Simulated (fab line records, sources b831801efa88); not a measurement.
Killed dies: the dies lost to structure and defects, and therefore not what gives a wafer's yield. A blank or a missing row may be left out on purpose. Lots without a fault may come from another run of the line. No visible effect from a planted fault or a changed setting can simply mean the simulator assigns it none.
Comparing a struck lot with a sound one + flow sky130 + 16 steps out of a route of 708
Sound: wafers L914.2, L914.5, L914.6. Struck: wafers L931.4, L931.5, L931.6. The cause is named last.
Per side, at each step with rows, come the tool, then ch with its chambers, and then its first start. Under that, the readings that differ: sound wafers + struck wafers + difference of the means + sigmas: that difference in standard deviations of wafers without a fault.
alike: same words and numbers on both sides, and readings whose means sit less than 2 such deviations apart. not compared: any withheld reading, any reading some wafer has no value for, any bound like >300 that may hide the same value, and any number with overlapping values for which the record gives no deviation.
A row with sigmas, a row that says differs or no value, or rows on one side alone: a step with any of these is where the two part. Numbers that have no deviation but don't overlap get no sigmas and don't part them. A reading that every wafer of one side lacks parts them only if that side has two wafers or more.

SKY_VT_ADJUST_HVTP_OVL_MEAS_08:
  sound on overlay-02, day 8 07:42; struck on overlay-02, day 12 07:51
  alike: VT_ADJUST_HVTP_OVL
then, 1 step without rows for these wafers: SKY_VT_ADJUST_HVTP_IMPLANT_09.
SKY_VT_ADJUST_HVTP_STRIP_10: strips in O2/N2.
  sound on plasmaAsher-02 ch 0,1, day 8 07:53; struck on plasmaAsher-04 ch 0,1, day 12 08:03
  alike: drypumpMotorCurrentA, oesProductAu, stripTimeToEndpointS
  not compared: rfHoursCounterH
SKY_VT_ADJUST_HVTP_TW_MEAS_11:
  sound on filmMetro-03, day 8 07:59; struck on filmMetro-04, day 12 08:09
  alike: VT_ADJUST_HVTP_TW
then, 7 steps without rows for these wafers: SKY_VT_ADJUST_LVTN_DEHYDRATE_00 (time 60 s); SKY_VT_ADJUST_LVTN_HMDS_01 (prime time 60 s); SKY_VT_ADJUST_LVTN_COAT_02 (resist thk 3000 nm); SKY_VT_ADJUST_LVTN_SOFTBAKE_03; SKY_VT_ADJUST_LVTN_EXPOSE_04 (exposes mask NWM COMPLEMENT LESS NATIVE, target cd 840 nm); SKY_VT_ADJUST_LVTN_PEB_05; SKY_VT_ADJUST_LVTN_DEVELOP_06 (develop time 60 s).
SKY_VT_ADJUST_LVTN_OVL_MEAS_07:
  sound on overlay-01, day 9 04:55; struck on overlay-01, day 13 09:23
  alike: VT_ADJUST_LVTN_OVL
SKY_VT_ADJUST_LVTN_IMPLANT_08:
  sound on implanter-01 ch 0, day 9 04:58; struck on implanter-01 ch 0, day 13 09:28
| reading          | sound                          | struck                           | difference  | sigmas      |
|------------------|--------------------------------|----------------------------------|-------------|-------------|
| doseIonsCm2      | 1.57e+12 1.5694e+12 1.5705e+12 | 2.2787e+12 2.2795e+12 2.2781e+12 | +7.0880e+11 | +99 or more |
| faradayCurrentUA | 8.50 8.77 8.75                 | 12.53 12.59 12.90                | +4.00       | +20         |
  alike: beamOnS
SKY_VT_ADJUST_LVTN_STRIP_09: strips in O2/N2.
  sound on plasmaAsher-04 ch 0,1, day 9 05:06; struck on plasmaAsher-02 ch 0,1, day 13 09:35
  alike: drypumpMotorCurrentA, oesProductAu, stripTimeToEndpointS
  not compared: rfHoursCounterH
SKY_VT_ADJUST_LVTN_TW_MEAS_10:
  sound on filmMetro-01, day 9 05:13; struck on filmMetro-04, day 13 09:55
| reading           | sound             | struck            | difference | sigmas |
|-------------------|-------------------|-------------------|------------|--------|
| VT_ADJUST_LVTN_TW | 239.7 241.5 240.8 | 271.4 273.1 272.6 | +31.7      | +24    |
  not compared: hold
-- record jumps: 38 days separate the struck wafers' starts on either side; left off in module VT_ADJUST_LVTN, taken up again in module PAD_OPEN, whose first shown step is the route's number 708 --
SKY_PAD_OPEN_PROBE_99:
  sound on prober-01, day 48 01:10; struck on prober-01, day 51 10:56
| reading                                 | sound                | struck               | difference | sigmas |
|-----------------------------------------|----------------------|----------------------|------------|--------|
| model.etest.nfet_01v8_lvt.vtLongV (V)   | 0.4355 0.4397 0.4383 | 0.4541 0.456 0.4536  | +0.0167    |        |
| model.etest.nfet_01v8_lvt.bodyRiseV (V) | 0.1487 0.1473 0.1476 | 0.1544 0.1555 0.1529 | +0.0064    |        |
  alike: killed_at_M0_to_M3, killed_at_M4_up, killedAtContacts, killedAtFrontEnd, killedAtOther, killedDies, killedOnRim, killedOpen, killedShort
  not compared: model.etest.nfet_01v8_lvt.vtSatV, model.etest.nfet_01v8_turned.vtSatV, model.etest.nfet_01v8_swapped.vtSatV, model.etest.nfet_01v8_lvt.vtV, model.etest.nfet_01v8.vtSatV, model.etest.nfet_01v8_turned.vtV

WHERE THEY PART
At SKY_VT_ADJUST_LVTN_IMPLANT_08 first; at SKY_VT_ADJUST_LVTN_TW_MEAS_10 last (within this record only). Later steps at which nothing parts them and some readings are alike: SKY_PAD_OPEN_PROBE_99.

WHY: whatever the simulator had introduced
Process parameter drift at SKY_VT_ADJUST_LVTN_IMPLANT_08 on implanter-01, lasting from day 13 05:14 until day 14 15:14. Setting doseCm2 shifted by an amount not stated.
